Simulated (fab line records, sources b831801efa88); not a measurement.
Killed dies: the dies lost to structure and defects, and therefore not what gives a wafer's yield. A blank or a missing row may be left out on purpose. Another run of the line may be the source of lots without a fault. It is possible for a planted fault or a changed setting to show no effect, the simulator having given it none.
fab line records	flow gf180mcu	part 1 of 2: steps 1 to 26 of 36
[record] lots = 5	wafers = 15	last_day = 34
route steps=602 shown M4@459 V4@476
lots untouched by any fault: they come from a run of this same line in which no faults occurred
start_h: start of the lot's first displayed wafer, in hours after the record's first day	wait_h: hours since the lot's step before	" unchanged from the row above	L1.1+2: a single row standing in for several wafers	- no value, or no start was given	* or withheld: withheld	< > ~ a bound
route shown NAME@n: a module of which the file shows steps, and the number in the route of the first	usual: mean/standard deviation taken from wafers without a fault	same: alike in all rows	chamber/n: place in a boat	sites: readings site by site	_std_site: the values' standard deviation	_edge_site: the outer-site mean with the inner-site mean subtracted	radius_mm: how far each site lies from the wafer's centre	mask NAME#n: copy n	behind: the tool/chamber that last shaped the wafer	hold: why the lot was held/for how many hours/how that ended	device: names the non-switching transistor (n, p or np)	end of line: the route-end tests of the same wafers	a step with no rows: only its recipe	killed: count of dies lost to structure and defects at first sort (not the wafer's yield)	map: a wafer's dies, x killed, . not, _ none there
set.NAME: the setting the step ran with; set.NAME@STEP: the setting that earlier step ran with	model.NAME: the simulator's own value behind a step, which no gauge read
a table for each step, a row for each wafer; lots at some steps of the route
services: the hour from which a tool's chamber was out of use, counted from the record's first day as start_h (under 0 if before that day), plus the number of hours and why
[[steps]]
[step GF_M4_SPUTTER_03]
[recipe] material = Ti	target_thk_nm = 10	substrate_temp_c = 300	chamber_pressure_pa = 0.3	power_w = 3000	time_s = 6.7
[usual] throttle_valve_pct = 29.6/1.5
lot.wafer	tool	chamber	start_h	wait_h	throttle_valve_pct
L075.4	pvd_sputter-04	-	525.06	0.0	29.9
L075.5	"	-	"	"	30.0
L075.6	"	-	"	"	31.3
L079.4	pvd_sputter-02	-	560.55	0.0	29.9
L079.5	"	-	"	"	29.9
L079.6	"	-	"	"	31.4
L088.3	pvd_sputter-02	-	639.20	0.0	31.2
L088.5	"	-	"	"	31.3
L088.6	"	-	"	"	30.1
L089.4	pvd_sputter-04	-	639.60	0.0	30.9
L089.5	"	-	"	"	29.8
L089.6	"	-	"	"	31.0
L094.1	pvd_sputter-04	-	675.52	0.0	29.7
L094.5	"	-	"	"	30.1
L094.6	"	-	"	"	30.8
[step GF_M4_SPUTTER_04]
[recipe] material = TiN	target_thk_nm = 50	power_w = 6500	time_s = 41.7	chamber_pressure_pa = 0.4
[usual] throttle_valve_pct = 29.6/1.5
lot.wafer	tool	chamber	start_h	wait_h	throttle_valve_pct
L075.4	pvd_sputter-04	-	525.08	0.0	29.8
L075.5	"	-	"	"	30.1
L075.6	"	-	"	"	31.4
L079.4	pvd_sputter-02	-	560.57	0.0	29.6
L079.5	"	-	"	"	29.9
L079.6	"	-	"	"	31.3
L088.3	pvd_sputter-02	-	639.22	0.0	31.4
L088.5	"	-	"	"	31.9
L088.6	"	-	"	"	30.0
L089.4	pvd_sputter-04	-	639.62	0.0	31.0
L089.5	"	-	"	"	29.7
L089.6	"	-	"	"	31.0
L094.1	pvd_sputter-04	-	675.54	0.0	29.7
L094.5	"	-	"	"	29.7
L094.6	"	-	"	"	30.9
[step GF_M4_RS_MEAS_05]
[recipe] thk_meas_gauge = four-point-probe	reads = TiN_of_M4_SPUTTER_04+Ti_of_M4_SPUTTER_03+AlCu_of_M4_SPUTTER_02+TiN_of_M4_SPUTTER_01+Ti_of_M4_SPUTTER_00
[usual] M4_ALCU_RS = 0.0674/0.00076
lot.wafer	tool	chamber	start_h	wait_h	M4_ALCU_RS[ohm/sq]
L075.4	film_metro-04	-	525.18	0.1	0.0675
L075.5	"	-	"	"	0.0670
L075.6	"	-	"	"	0.0667
L079.4	film_metro-03	-	560.67	0.1	0.0682
L079.5	"	-	"	"	0.0676
L079.6	"	-	"	"	0.0686
L088.3	film_metro-03	-	639.30	0.1	0.0678
L088.5	"	-	"	"	0.0676
L088.6	"	-	"	"	0.0680
L089.4	film_metro-01	-	639.72	0.1	0.0662
L089.5	"	-	"	"	0.0661
L089.6	"	-	"	"	0.0665
L094.1	film_metro-01	-	675.58	0.0	0.0662
L094.5	"	-	"	"	0.0665
L094.6	"	-	"	"	0.0663
[step GF_M4_THK_MEAS_06]
[recipe] thk_meas_gauge = xrf	reads = AlCu_of_M4_SPUTTER_02
[usual] M4_ALCU_THK = 469/6.1
lot.wafer	tool	chamber	start_h	wait_h	M4_ALCU_THK[nm]
L075.4	film_metro-04	-	525.27	0.1	465
L075.5	"	-	"	"	466
L075.6	"	-	"	"	466
L079.4	film_metro-03	-	560.76	0.1	465
L079.5	"	-	"	"	468
L079.6	"	-	"	"	462
L088.3	film_metro-03	-	639.40	0.1	471
L088.5	"	-	"	"	472
L088.6	"	-	"	"	469
L089.4	film_metro-01	-	639.81	0.1	478
L089.5	"	-	"	"	482
L089.6	"	-	"	"	476
L094.1	film_metro-01	-	675.70	0.1	473
L094.5	"	-	"	"	472
L094.6	"	-	"	"	475
[step GF_M4_DEHYDRATE_07]
[recipe] temp_c = 200	time_s = 60
[usual] exhaust_pa = 45.0/1
lot.wafer	tool	chamber	start_h	wait_h	exhaust_pa
L075.4	litho_track-03	0	535.47	10.2	46.4
L075.5	"	0	"	"	44.3
L075.6	"	0	"	"	46.2
L079.4	litho_track-01	0	571.66	10.9	44.3
L079.5	"	0	"	"	44.0
L079.6	"	0	"	"	43.9
L088.3	litho_track-04	0	648.83	9.4	45.0
L088.5	"	0	"	"	44.0
L088.6	"	0	"	"	45.8
L089.4	litho_track-03	0	649.02	9.2	45.3
L089.5	"	0	"	"	45.4
L089.6	"	0	"	"	45.7
L094.1	litho_track-01	0	684.98	9.3	45.6
L094.5	"	0	"	"	44.5
L094.6	"	0	"	"	47.9
[step GF_M4_HMDS_08]
[recipe] prime_time_s = 60	prime_temp_c = 120
[usual] exhaust_pa = 44.8/1
lot.wafer	tool	chamber	start_h	wait_h	exhaust_pa
L075.4	litho_track-03	0	535.62	0.1	46.8
L075.5	"	0	"	"	47.1
L075.6	"	0	"	"	46.7
L079.4	litho_track-01	0	571.81	0.1	46.7
L079.5	"	0	"	"	46.0
L079.6	"	0	"	"	46.4
L088.3	litho_track-04	0	648.98	0.1	43.5
L088.5	"	0	"	"	44.2
L088.6	"	0	"	"	42.6
L089.4	litho_track-03	0	649.17	0.1	45.1
L089.5	"	0	"	"	44.4
L089.6	"	0	"	"	44.1
L094.1	litho_track-01	0	685.13	0.1	44.5
L094.5	"	0	"	"	45.1
L094.6	"	0	"	"	45.7
[step GF_M4_COAT_09]
[recipe] resist = KrF	spin_rpm = withheld	resist_thk_nm = 1000
[usual] exhaust_pa = 44.8/0.94
lot.wafer	tool	chamber	start_h	wait_h	exhaust_pa
L075.4	litho_track-03	0	535.77	0.1	44.5
L075.5	"	0	"	"	44.3
L075.6	"	0	"	"	45.7
L079.4	litho_track-01	0	571.96	0.1	45.0
L079.5	"	0	"	"	45.1
L079.6	"	0	"	"	43.9
L088.3	litho_track-04	0	649.13	0.1	45.1
L088.5	"	0	"	"	42.8
L088.6	"	0	"	"	45.1
L089.4	litho_track-03	0	649.32	0.1	44.8
L089.5	"	0	"	"	45.1
L089.6	"	0	"	"	44.5
L094.1	litho_track-01	0	685.28	0.1	43.8
L094.5	"	0	"	"	43.4
L094.6	"	0	"	"	43.7
[step GF_M4_SOFTBAKE_10]
[recipe] temp_c = 130	time_s = 60	resist = KrF
[usual] exhaust_pa = 44.9/0.81
lot.wafer	tool	chamber	start_h	wait_h	exhaust_pa
L075.4	litho_track-03	0	535.92	0.1	43.9
L075.5	"	0	"	"	44.2
L075.6	"	0	"	"	43.7
L079.4	litho_track-01	0	572.11	0.1	44.8
L079.5	"	0	"	"	45.3
L079.6	"	0	"	"	45.3
L088.3	litho_track-04	0	649.28	0.1	43.6
L088.5	"	0	"	"	44.6
L088.6	"	0	"	"	44.6
L089.4	litho_track-03	0	649.47	0.1	45.2
L089.5	"	0	"	"	46.1
L089.6	"	0	"	"	44.4
L094.1	litho_track-01	0	685.43	0.1	44.7
L094.5	"	0	"	"	43.9
L094.6	"	0	"	"	46.0
[step GF_M4_EXPOSE_11]
[recipe] mask_id = Metal4	target_cd_nm = 280	na = 0.68	source_shape = conventional	sigma_outer = 0.6	dose_mj = 28
[usual] reticle_temp_C = 22.98/0.11
lot.wafer	tool	chamber	start_h	wait_h	mask	reticle_temp_C
L075.4	krf_scanner-02	0	-	-	Metal4#0	22.98
L075.5	"	0	"	"	Metal4#0	23.03
L075.6	"	0	"	"	Metal4#0	22.88
L079.4	krf_scanner-01	0	-	-	Metal4#0	22.98
L079.5	"	0	"	"	Metal4#0	22.93
L079.6	"	0	"	"	Metal4#0	23.03
L088.3	krf_scanner-02	0	-	-	Metal4#0	22.94
L088.5	"	0	"	"	Metal4#0	23.12
L088.6	"	0	"	"	Metal4#0	22.88
L089.4	krf_scanner-01	0	-	-	Metal4#0	23.06
L089.5	"	0	"	"	Metal4#0	22.87
L089.6	"	0	"	"	Metal4#0	22.89
L094.1	krf_scanner-02	0	-	-	Metal4#0	22.97
L094.5	"	0	"	"	Metal4#0	23.07
L094.6	"	0	"	"	Metal4#0	22.99
[step GF_M4_PEB_12]
[recipe] peb_temp_c = 135	peb_time_s = 90	resist = KrF
[usual] exhaust_pa = 44.7/0.98
lot.wafer	tool	chamber	start_h	wait_h	exhaust_pa
L075.4	litho_track-01	0	-	-	43.8
L075.5	"	0	"	"	44.4
L075.6	"	0	"	"	43.7
L079.4	litho_track-01	0	-	-	44.8
L079.5	"	0	"	"	45.6
L079.6	"	0	"	"	46.6
L088.3	litho_track-01	0	-	-	45.7
L088.5	"	0	"	"	44.4
L088.6	"	0	"	"	44.8
L089.4	litho_track-03	0	-	-	44.6
L089.5	"	0	"	"	44.4
L089.6	"	0	"	"	43.3
L094.1	litho_track-04	0	-	-	44.6
L094.5	"	0	"	"	44.2
L094.6	"	0	"	"	45.2
[step GF_M4_DEVELOP_13]
[recipe] develop_time_s = 60	dev_temp_c = 21
[usual] exhaust_pa = 45.2/0.93
[same] develop_time_s = 60
lot.wafer	tool	chamber	start_h	wait_h	exhaust_pa
L075.4	litho_track-01	0	547.36	0.1	44.9
L075.5	"	0	"	"	45.1
L075.6	"	0	"	"	46.1
L079.4	litho_track-01	0	582.11	0.1	43.6
L079.5	"	0	"	"	44.8
L079.6	"	0	"	"	44.3
L088.3	litho_track-01	0	659.43	0.1	43.0
L088.5	"	0	"	"	45.5
L088.6	"	0	"	"	44.7
L089.4	litho_track-03	0	659.67	0.1	44.8
L089.5	"	0	"	"	44.0
L089.6	"	0	"	"	45.8
L094.1	litho_track-04	0	694.43	0.2	45.6
L094.5	"	0	"	"	44.6
L094.6	"	0	"	"	45.6
[step GF_M4_CD_MEAS_14]
[recipe] target_cd_nm = 280
[usual] cd_nm = 279.8/1.4
lot.wafer	tool	chamber	start_h	wait_h	cd_nm
L075.4	cd_sem-01	-	547.49	0.1	277.9
L075.5	"	-	"	"	278.8
L075.6	"	-	"	"	278.6
L079.4	cd_sem-02	-	582.24	0.1	280.3
L079.5	"	-	"	"	280.9
L079.6	"	-	"	"	280.3
L088.3	cd_sem-01	-	659.57	0.1	277.1
L088.5	"	-	"	"	278.5
L088.6	"	-	"	"	277.7
L089.4	cd_sem-02	-	659.81	0.1	280.2
L089.5	"	-	"	"	280.3
L089.6	"	-	"	"	279.6
L094.1	cd_sem-01	-	694.58	0.1	280.8
L094.5	"	-	"	"	281.2
L094.6	"	-	"	"	281.8
[step GF_M4_OVL_MEAS_15]
[usual] M4_OVL = -1/5.3
lot.wafer	tool	chamber	start_h	wait_h	M4_OVL[nm]
L075.4	overlay-02	-	547.57	0.1	-1
L075.5	"	-	"	"	-1
L075.6	"	-	"	"	-3
L079.4	overlay-02	-	582.32	0.1	4
L079.5	"	-	"	"	8
L079.6	"	-	"	"	0
L088.3	overlay-02	-	659.66	0.1	-5
L088.5	"	-	"	"	-4
L088.6	"	-	"	"	-5
L089.4	overlay-01	-	659.89	0.1	-1
L089.5	"	-	"	"	-5
L089.6	"	-	"	"	-2
L094.1	overlay-01	-	694.70	0.1	5
L094.5	"	-	"	"	7
L094.6	"	-	"	"	6
[step GF_M4_METAL_ETCH_16]
[recipe] chemistry = Cl2/BCl3	mask_material = KrF	target_depth_nm = 750.8	stop_on = SiO2	pressure_mtorr = 8	icp_w = 800	bias_w = 140	Cl2_flow_sccm = 80	bcl3_flow_sccm = 40	time_s = 125.1
[usual] bcl3_flow_sccm = 40.02/0.12	drypump_motor_current_A = 5.91/0.26	oes_product_au = 0.991/0.0059	throttle_valve_pct = 28.228/0.0099
lot.wafer	tool	chamber	start_h	wait_h	bcl3_flow_sccm	drypump_motor_current_A	oes_product_au	rf_hours_counter_h	throttle_valve_pct
L075.4	rie_metal-01	0	547.63	0.1	39.98	6.11	0.992	-	28.247
L075.5	"	0	"	"	39.86	6.08	0.983	-	28.262
L075.6	"	1	"	"	40.17	5.45	0.987	-	28.212
L079.4	rie_metal-01	1	582.38	0.1	39.92	5.47	0.996	-	28.212
L079.5	"	1	"	"	39.98	5.51	0.995	-	28.231
L079.6	"	0	"	"	40.05	6.08	0.989	-	28.229
L088.3	rie_metal-01	0	659.73	0.1	39.93	6.11	0.981	-	28.228
L088.5	"	1	"	"	39.98	5.48	0.988	-	28.242
L088.6	"	0	"	"	40.06	6.06	0.981	-	28.231
L089.4	rie_metal-02	0	659.95	0.1	40.20	5.87	0.989	-	28.234
L089.5	"	0	"	"	40.14	5.88	0.992	-	28.236
L089.6	"	1	"	"	40.06	6.15	0.990	-	28.240
L094.1	rie_metal-01	1	694.73	0.0	39.94	5.47	0.990	11	28.236
L094.5	"	0	"	"	39.82	6.08	0.988	-	28.235
L094.6	"	1	"	"	40.09	5.48	0.986	-	28.259
[step GF_M4_STRIP_17]
[recipe] chemistry = O2/N2	power_w = 1400	pressure_mtorr = 1500	platen_temp_c = 250	o2_flow_sccm = 3000	n2_flow_sccm = 300	overash_fraction = 0.5
[usual] drypump_motor_current_A = 6.0/0.45	heater_power_w = 323/25	oes_product_au = 0.536/0.0049	strip_time_to_endpoint_s = 7.35/0.059
lot.wafer	tool	chamber	start_h	wait_h	drypump_motor_current_A	heater_power_w	oes_product_au	rf_hours_counter_h	strip_time_to_endpoint_s
L075.4	plasma_asher-04	1	547.75	0.1	6.6	291	0.544	-	7.41
L075.5	"	0	"	"	5.8	324	0.534	-	7.40
L075.6	"	1	"	"	6.6	294	0.531	-	7.35
L079.4	plasma_asher-04	0	582.50	0.1	5.9	320	0.530	-	7.35
L079.5	"	0	"	"	5.8	323	0.536	-	7.33
L079.6	"	1	"	"	6.6	293	0.545	-	7.39
L088.3	plasma_asher-04	1	659.85	0.1	6.7	304	0.540	-	7.43
L088.5	"	0	"	"	5.9	309	0.527	-	7.40
L088.6	"	1	"	"	6.6	306	0.543	-	7.46
L089.4	plasma_asher-02	1	660.07	0.1	5.2	315	0.536	-	7.38
L089.5	"	0	"	"	6.2	337	0.534	-	7.34
L089.6	"	1	"	"	5.2	317	0.543	-	7.38
L094.1	plasma_asher-03	1	694.86	0.1	5.5	335	0.542	109	7.39
L094.5	"	0	"	"	6.0	376	0.545	-	7.48
L094.6	"	1	"	"	5.5	339	0.540	-	7.46
[step GF_M4_STRIP_18]
[recipe] chemistry = post_etch_residue_remover	time_s = 1200	temp_c = 72.5
lot.wafer	tool	chamber	start_h	wait_h
L075.4+5+6	wet_bench-03	1	547.82	0.0
L079.4+5+6	wet_bench-04	0	582.57	0.0
L088.3+5+6	wet_bench-03	3	659.92	0.0
L089.4+5+6	wet_bench-04	1	660.13	0.0
L094.1+5+6	wet_bench-03	3	694.96	0.1
[step GF_M4_CLEAN_19]
[recipe] chemistry = DIW	dry = n2_spin
lot.wafer	tool	chamber	start_h	wait_h
L075.4+5+6	wet_bench-03	2	548.16	0.0
L079.4+5+6	wet_bench-01	1	582.91	0.0
L088.3+5+6	wet_bench-01	1	660.26	0.0
L089.4+5+6	wet_bench-03	3	660.48	0.0
L094.1+5+6	wet_bench-01	3	695.30	0.0
[step GF_V4_CVD_00]
[recipe] material = SiO2	target_thk_nm = 600	sigma_open_frac = 0.3	temp_c = 400	time_s = 100	sih4_flow_sccm = 60	pressure_mtorr = 6
lot.wafer	tool	chamber	start_h	wait_h
L075.4+5+6	hdpcvd-01	1,0,2	548.29	0.0
L079.4+5+6	hdpcvd-01	2,0,1	583.05	0.0
L088.3+5+6	hdpcvd-01	0,0,2	660.35	0.0
L089.4+5+6	hdpcvd-02	1,0,2	660.60	0.0
L094.1+5+6	hdpcvd-01	2,2,1	695.40	0.0
[step GF_V4_THK_MEAS_01]
[recipe] reads = SiO2_of_V4_CVD_00
[usual] V4_CVD_00_THK = 601/8.2
lot.wafer	tool	chamber	start_h	wait_h	V4_CVD_00_THK[nm]
L075.4	film_metro-02	-	548.36	0.0	585
L075.5	"	-	"	"	586
L075.6	"	-	"	"	601
L079.4	film_metro-04	-	583.11	0.0	607
L079.5	"	-	"	"	597
L079.6	"	-	"	"	607
L088.3	film_metro-04	-	660.44	0.1	595
L088.5	"	-	"	"	590
L088.6	"	-	"	"	604
L089.4	film_metro-04	-	660.67	0.0	590
L089.5	"	-	"	"	593
L089.6	"	-	"	"	605
L094.1	film_metro-03	-	695.47	0.0	608
L094.5	"	-	"	"	609
L094.6	"	-	"	"	598
[step GF_V4_CVD_02]
[recipe] material = SiO2	target_thk_nm = 850	precursor = TEOS	temp_c = 400	time_s = 94.851	rf_w = 600
[usual] heater_power_w = 667/81
lot.wafer	tool	chamber	start_h	wait_h	heater_power_w
L075.4	pecvd-01	1	548.42	0.1	555
L075.5	"	2	"	"	804
L075.6	"	0	"	"	794
L079.4	pecvd-02	0	583.18	0.1	503
L079.5	"	1	"	"	692
L079.6	"	2	"	"	583
L088.3	pecvd-03	2	660.48	0.0	651
L088.5	"	0	"	"	752
L088.6	"	1	"	"	552
L089.4	pecvd-01	1	660.73	0.1	683
L089.5	"	0	"	"	698
L089.6	"	2	"	"	640
L094.1	pecvd-01	2	695.53	0.1	771
L094.5	"	1	"	"	564
L094.6	"	2	"	"	810
[step GF_V4_THK_MEAS_03]
[recipe] reads = SiO2_of_V4_CVD_02
[usual] V4_CVD_02_THK = 849/12
lot.wafer	tool	chamber	start_h	wait_h	V4_CVD_02_THK[nm]
L075.4	film_metro-02	-	548.48	0.0	866
L075.5	"	-	"	"	859
L075.6	"	-	"	"	842
L079.4	film_metro-03	-	583.24	0.0	847
L079.5	"	-	"	"	858
L079.6	"	-	"	"	858
L088.3	film_metro-03	-	660.57	0.1	835
L088.5	"	-	"	"	846
L088.6	"	-	"	"	839
L089.4	film_metro-04	-	660.80	0.0	854
L089.5	"	-	"	"	851
L089.6	"	-	"	"	846
L094.1	film_metro-02	-	695.60	0.0	841
L094.5	"	-	"	"	867
L094.6	"	-	"	"	857
[step GF_V4_CMP_04]
[recipe] material = SiO2	down_force_psi = 4	platen_rpm = 60	pad_velocity_m_s = 0.94248
[usual] motor_current_A = 12.2/1.2	time_to_endpoint_s = 80/5.1
lot.wafer	tool	chamber	start_h	wait_h	motor_current_A	time_to_endpoint_s
L075.4	cmp-01	3	548.66	0.2	14.1	87
L075.6	"	0	"	"	14.2	74
L075.5	"	1	"	"	10.5	84
L079.4	cmp-02	0	583.32	0.1	11.0	79
L079.6	"	3	"	"	10.2	85
L079.5	"	0	"	"	11.4	82
L088.3	cmp-01	1	660.71	0.1	11.3	76
L088.6	"	3	"	"	13.0	81
L088.5	"	0	"	"	13.2	80
L089.4	cmp-02	1	660.98	0.2	12.9	80
L089.6	"	2	"	"	11.2	80
L089.5	"	3	"	"	10.5	86
L094.1	cmp-01	2	695.82	0.2	12.3	77
L094.6	"	3	"	"	13.7	82
L094.5	"	0	"	"	13.7	78
[step GF_V4_BOW_MEAS_05]
[recipe] mode = bow
[usual] V4_BOW = 137/8.5
lot.wafer	tool	chamber	start_h	wait_h	V4_BOW[um]
L075.4	film_metro-02	-	548.87	0.2	125
L075.5	"	-	"	"	126
L075.6	"	-	"	"	137
L079.4	film_metro-04	-	583.63	0.3	153
L079.5	"	-	"	"	162
L079.6	"	-	"	"	147
L088.3	film_metro-03	-	660.95	0.2	146
L088.5	"	-	"	"	150
L088.6	"	-	"	"	145
L089.4	film_metro-02	-	661.19	0.2	136
L089.5	"	-	"	"	135
L089.6	"	-	"	"	139
L094.1	film_metro-04	-	695.98	0.1	136
L094.5	"	-	"	"	131
L094.6	"	-	"	"	142
[step GF_V4_DEHYDRATE_06]
[recipe] temp_c = 200	time_s = 60
[usual] exhaust_pa = 45.0/0.88
lot.wafer	tool	chamber	start_h	wait_h	exhaust_pa
L075.4	litho_track-04	0	558.95	10.1	45.1
L075.5	"	0	"	"	44.8
L075.6	"	0	"	"	46.0
L079.4	litho_track-03	0	594.62	11.0	44.6
L079.5	"	0	"	"	44.4
L079.6	"	0	"	"	46.1
L088.3	litho_track-02	0	669.34	8.4	45.0
L088.5	"	0	"	"	44.5
L088.6	"	0	"	"	44.7
L089.4	litho_track-02	0	670.11	8.9	44.5
L089.5	"	0	"	"	44.8
L089.6	"	0	"	"	43.9
L094.1	litho_track-03	0	705.15	9.1	44.4
L094.5	"	0	"	"	45.3
L094.6	"	0	"	"	43.6
[step GF_V4_HMDS_07]
[recipe] prime_time_s = 60	prime_temp_c = 120
[usual] exhaust_pa = 44.9/0.9
lot.wafer	tool	chamber	start_h	wait_h	exhaust_pa
L075.4	litho_track-04	0	559.10	0.1	44.0
L075.5	"	0	"	"	45.1
L075.6	"	0	"	"	43.3
L079.4	litho_track-03	0	594.77	0.1	43.7
L079.5	"	0	"	"	45.1
L079.6	"	0	"	"	44.3
L088.3	litho_track-02	0	669.49	0.1	46.4
L088.5	"	0	"	"	47.6
L088.6	"	0	"	"	45.7
L089.4	litho_track-02	0	670.26	0.1	44.4
L089.5	"	0	"	"	46.3
L089.6	"	0	"	"	44.4
L094.1	litho_track-03	0	705.30	0.1	44.7
L094.5	"	0	"	"	45.9
L094.6	"	0	"	"	45.3
[step GF_V4_COAT_08]
[recipe] resist = BARC	temp_c = withheld	time_s = withheld	spin_rpm = withheld	resist_thk_nm = withheld
[usual] exhaust_pa = 44.9/0.86
lot.wafer	tool	chamber	start_h	wait_h	exhaust_pa
L075.4	litho_track-04	0	559.25	0.1	44.6
L075.5	"	0	"	"	43.5
L075.6	"	0	"	"	45.5
L079.4	litho_track-03	0	594.92	0.1	44.5
L079.5	"	0	"	"	43.3
L079.6	"	0	"	"	42.2
L088.3	litho_track-02	0	669.64	0.1	45.5
L088.5	"	0	"	"	44.7
L088.6	"	0	"	"	45.6
L089.4	litho_track-02	0	670.41	0.1	45.6
L089.5	"	0	"	"	44.4
L089.6	"	0	"	"	45.2
L094.1	litho_track-03	0	705.45	0.1	44.2
L094.5	"	0	"	"	43.4
L094.6	"	0	"	"	45.4
